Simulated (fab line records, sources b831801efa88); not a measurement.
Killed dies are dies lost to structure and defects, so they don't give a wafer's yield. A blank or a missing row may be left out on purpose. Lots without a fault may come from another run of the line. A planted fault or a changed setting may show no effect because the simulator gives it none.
A struck lot beside a sound one | flow gf180mcu | 6 steps out of a route of 602
Sound: wafers L659.4, L659.5, L659.6. Struck: wafers L667.2, L667.3, L667.5. The cause comes at the end.
At each step with rows: each side's tool, then ch and its chambers, then its first start. Under that, the readings that differ: sound wafers | struck wafers | difference of the means | sigmas: that difference in standard deviations of wafers without a fault.
alike: readings whose means differ by less than 2 such deviations, and words and numbers that are the same on both sides. not compared: withheld readings, readings that some wafer has no value for, bounds like >300 that may hide the same value, and numbers for which the record gives no deviation and whose values overlap.
The two part at a step that has a row with sigmas, a row that says differs or no value, or rows on one side only. Numbers that don't overlap but have no deviation are shown without sigmas and don't part them. A reading that every wafer of one side lacks parts them only if that side has two wafers or more.

GF_STI_BOW_MEAS_00:
  sound on film_metro-02, day 2 16:04; struck on film_metro-03, day 4 08:01
  alike: INCOMING_BOW
then, 1 step without rows for these wafers: GF_STI_OXIDATION_01 (stabilise 600 s, purge 300 s, target thk 10 nm).
GF_STI_THK_MEAS_02:
  sound on film_metro-01, day 2 18:07; struck on film_metro-01, day 4 09:31
  reading                | sound             | struck         | difference | sigmas
  STI_OXIDATION_THK (nm) | 10.18 10.32 10.21 | 9.59 9.81 9.67 | -0.55      | -3
GF_STI_CVD_03: deposits Si3N4 from DCS/NH3, target thk 207.16 nm, time 3551 s.
  sound on lpcvd-01 ch 0, day 2 18:08; struck on lpcvd-01 ch 0, day 4 09:34
  reading                               | sound             | struck            | difference | sigmas
  model.Si3N4_of_STI_CVD_03.thk_nm (nm) | 207.5 204.5 208.6 | 308.9 309.9 309.2 | +102.5     |
  alike: spike_tc_lower_C
GF_STI_THK_MEAS_04:
  sound on film_metro-01, day 2 20:10; struck on film_metro-03, day 4 11:48
  reading             | sound             | struck            | difference | sigmas
  STI_CVD_03_THK (nm) | 207.5 204.5 208.8 | 308.6 309.8 309.1 | +102.2     | +51
  not compared: hold
then, 1 step without rows for these wafers: GF_PASSIVATION_PROBE_99.

WHERE THEY PART
First at GF_STI_THK_MEAS_02; last, within this record, at GF_STI_THK_MEAS_04.

WHY: what the simulator had put in
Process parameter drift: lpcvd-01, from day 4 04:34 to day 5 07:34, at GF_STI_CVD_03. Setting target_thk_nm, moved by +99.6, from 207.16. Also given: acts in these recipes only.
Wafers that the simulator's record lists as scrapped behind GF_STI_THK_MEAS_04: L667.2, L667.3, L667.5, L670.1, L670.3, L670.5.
